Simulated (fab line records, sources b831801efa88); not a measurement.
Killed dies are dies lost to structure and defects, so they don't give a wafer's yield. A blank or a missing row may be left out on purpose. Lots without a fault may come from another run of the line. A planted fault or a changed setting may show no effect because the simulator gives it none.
Problem report in the 8D (eight disciplines) form, filled by code | flow sky130 | the parts of the form that need people (team, actions taken, sign-off) are left out

1. THE PROBLEM
rf_fwd_power_W at SKY_PASSIVATION_ETCH_11 reads a mean of 667.9 W on 9 wafers of 3 lots; wafers without a fault read 796.0 W with a standard deviation of 2.6. That is -49 standard deviations from the usual mean.
The step: etches the open film in CF4/O2, stops on AlCu, target depth 725 nm, time 161.1 s.
First seen on wafer L398.1, day 47 10:07, on rie_diel-04. The record holds 39 wafers of 13 lots with a number at this step. Rule for "out", or "out of limits": more than 4 standard deviations from the usual mean. The other wafers with a number count as sound.

2. WHAT IT IS AND WHAT IT IS NOT
question                    | is                             | is not
which readings at this step | rf_fwd_power_W, oes_product_au | drypump_motor_current_A
which lots                  | L398, L399, L401               | L388, L389, L393, L394, L395, L396, L408, L409, L410, L411
which wafers of those lots  | all that have a number         | -
read on which tools         | rie_diel-04                    | rie_diel-02, rie_diel-03
when                        | from day 47 10:07              | up to then (18 sound wafers); but 12 sound wafers of L408, L409, L410, L411 came after

3. SUSPECTS, AND WHAT RULES EACH OUT
Counting: a tool at a process step up to the reading stays a suspect if it ran every lot that is out and no sound lot after the first of them.
- rie_diel-04 at SKY_PASSIVATION_ETCH_11 (etches the open film in CF4/O2, stops on AlCu, target depth 725 nm, time 161.1 s): ruled out as a lasting fault. Sound lots L410, L411 ran on it after its first lot that is out, L398 (day 47 10:07).
Left after counting: nothing in the record.

4. THE CAUSE (what the simulator had put in)
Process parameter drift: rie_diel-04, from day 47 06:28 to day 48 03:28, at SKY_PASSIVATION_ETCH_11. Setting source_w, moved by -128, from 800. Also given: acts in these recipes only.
Counting ruled it out, wrongly.

5. THE CHAIN OF EFFECTS, in route order
Each row: a reading whose mean over the struck wafers that have a number lies more than 3 standard deviations from the usual. Only readings for which the record gives a usual standard deviation are gone through. hours: the time from each lot's start at the first step in this table that gives one to its start at this step, as a median over the lots. sigmas: the change in usual standard deviations.
hours | step                     | reading                  | usual      | on struck wafers | change | sigmas
0     | SKY_PASSIVATION_ETCH_11  | oes_product_au           | 0.978 a.u. | 0.911            | -0.067 | -9.5
0     | SKY_PASSIVATION_ETCH_11  | rf_fwd_power_W           | 796.0 W    | 667.9            | -128.1 | -49
0     | SKY_PASSIVATION_STRIP_12 | strip_time_to_endpoint_s | 31.53 s    | 32.34            | +0.81  | +6.3
21    | SKY_PAD_OPEN_PROBE_99    | defect_limited_yield     | 82.4 %     | 0.1              | -82.3  | -43
21    | SKY_PAD_OPEN_PROBE_99    | killed_at_other          | 0.4        | 405.7            | +405.3 | +99 or more
21    | SKY_PAD_OPEN_PROBE_99    | killed_dies              | 86         | 491              | +405   | +45
21    | SKY_PAD_OPEN_PROBE_99    | killed_on_rim            | 17         | 96               | +79    | +21
21    | SKY_PAD_OPEN_PROBE_99    | sort_bin_5_function      | 10.4 %     | 93.0             | +82.6  | +55
21    | SKY_PAD_OPEN_PROBE_99    | sort_n_pass              | 406        | 1                | -405   | -45
21    | SKY_PAD_OPEN_PROBE_99    | sort_yield_pct           | 82.4 %     | 0.1              | -82.3  | -43
The process steps in it:
- SKY_PASSIVATION_ETCH_11: etches the open film in CF4/O2, stops on AlCu, target depth 725 nm, time 161.1 s.
- SKY_PASSIVATION_STRIP_12: strips in O2/N2.
- SKY_PAD_OPEN_PROBE_99

6. WHAT WOULD HAVE CAUGHT IT SOONER
In this record the first reading out of limits was taken at day 47 10:07, 4 hours after the fault began at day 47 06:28.
